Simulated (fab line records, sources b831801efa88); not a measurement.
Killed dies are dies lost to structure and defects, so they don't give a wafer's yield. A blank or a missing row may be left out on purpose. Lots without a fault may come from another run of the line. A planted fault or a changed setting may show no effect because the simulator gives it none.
Chamber matching | flow gf180mcu | GF_V4_CMP_04 on cmp-02: 4 sister chambers
The step polishes SiO2. 4 wafers are shown with their chamber, then 12 later ones without.

WAFERS WITH THEIR CHAMBER
wafer  | chamber | motor_current_A (A)
L086.4 | 1       | 13.0
L088.5 | 2       | 13.3
L089.5 | 3       | 13.8
L089.6 | 0       | 13.6

WAFERS WITHOUT THEIR CHAMBER
wafer  | motor_current_A (A)
L090.1 | 13.4
L090.5 | 12.9
L090.6 | 13.1
L093.4 | 13.7
L093.5 | 13.3
L093.6 | 12.9
L092.3 | 13.7
L092.4 | 12.6
L092.5 | 13.6
L096.2 | 13.0
L096.3 | 12.2
L096.4 | 12.8

WHICH CHAMBER EACH WENT THROUGH
wafer  | from the rows above               | in truth
L090.1 | can't be placed: 2 or 0 or 1 or 3 | 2
L090.5 | can't be placed: 1 or 2           | 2
L090.6 | can't be placed: 1 or 2 or 0      | 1
L093.4 | can't be placed: 0 or 3 or 2      | 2
L093.5 | can't be placed: 2 or 0 or 1 or 3 | 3
L093.6 | can't be placed: 1 or 2           | 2
L092.3 | can't be placed: 0 or 3 or 2      | 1
L092.4 | can't be placed: 1 or 2           | 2
L092.5 | can't be placed: 0 or 3 or 2      | 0
L096.2 | can't be placed: 1 or 2           | 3
L096.3 | can't be placed: 1 or 2           | 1
L096.4 | can't be placed: 1 or 2           | 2
Placed correctly: 0 of 12. Can't be placed from these rows: 12 (the true chamber is among the candidates in 10). Placed wrongly: 0.
How it was worked out, from the rows above alone: a wafer's distance from a chamber is the root of the sum, over the readings, of the square of ((its reading less the chamber's mean) divided by the reading's scatter). The wafer belongs to the nearest chamber; if the next one is less than 2 further off, it can't be placed. A chamber's mean is the mean of its shown wafers. The scatter: with one shown wafer a chamber, the root of the mean of the squares of how far each hidden wafer lies from its nearest shown one.
